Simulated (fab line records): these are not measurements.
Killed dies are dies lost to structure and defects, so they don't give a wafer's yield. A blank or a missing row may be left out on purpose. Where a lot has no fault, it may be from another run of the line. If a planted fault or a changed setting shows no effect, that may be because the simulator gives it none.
The tool behind it: which one?    flow gf180mcu    7 lots, 21 wafers sampled, at 2 steps of a route of 602

## WHAT THE GAUGES READ, wafer by wafer
GF_V2_CD_MEAS_14: the cd target is 260 nm.
lot   measured      on         cd nm (nm)
L289  day 21 12:23  cd sem-01  259.2 258.9 258.4
L291  day 22 06:52  cd sem-01  260.9 261.9 261.9
L293  day 22 20:44  cd sem-02  259.8 259.4 259.8
L298  day 25 00:26  cd sem-02  261.4 260.3 260.7
L305  day 27 03:47  cd sem-02  261.6 260.5 261.6
L307  day 27 21:55  cd sem-02  257.6 258.3 258.0

## WHAT TOOL EACH LOT RAN ON (gives the tool, then ch and the chambers of the sampled wafers, and finally the start)
lot   GF_DUAL_GATE_OXIDATION_15
L289  furnace-01 ch 0, day 9 05:00
L291  furnace-01 ch 0, day 9 22:07
L293  furnace-01 ch 0, day 10 09:59
L298  furnace-01 ch 0, day 12 02:05
L302  furnace-02, day 12 21:04
L305  furnace-01 ch 0, day 14 02:14
L307  furnace-01 ch 0, day 14 12:16
- GF_DUAL_GATE_OXIDATION_15: stabilise 600 s, purge 300 s, target thk 7.098 nm.

## THE ANSWER, worked out from the rows above alone
Rule: usual is defined by the lots themselves. Put in order of their means at a reading, lots are off if they are a third of the lots or fewer, leave a main group of 4 or more, and stand apart from it by a gap of 3 or more times the standard deviation of the main group's means; of several such gaps the widest counts. A main group whose means are all the same, to the digits that the tables above print for the reading, isn't used. Also off: a lot with no number at a reading for which 4 or more lots have one. Any other lot the step has rows for is counted as sound.
Nothing can be told from this: no lot is off at any reading shown.

## WHAT THE SIMULATOR HAD PUT IN
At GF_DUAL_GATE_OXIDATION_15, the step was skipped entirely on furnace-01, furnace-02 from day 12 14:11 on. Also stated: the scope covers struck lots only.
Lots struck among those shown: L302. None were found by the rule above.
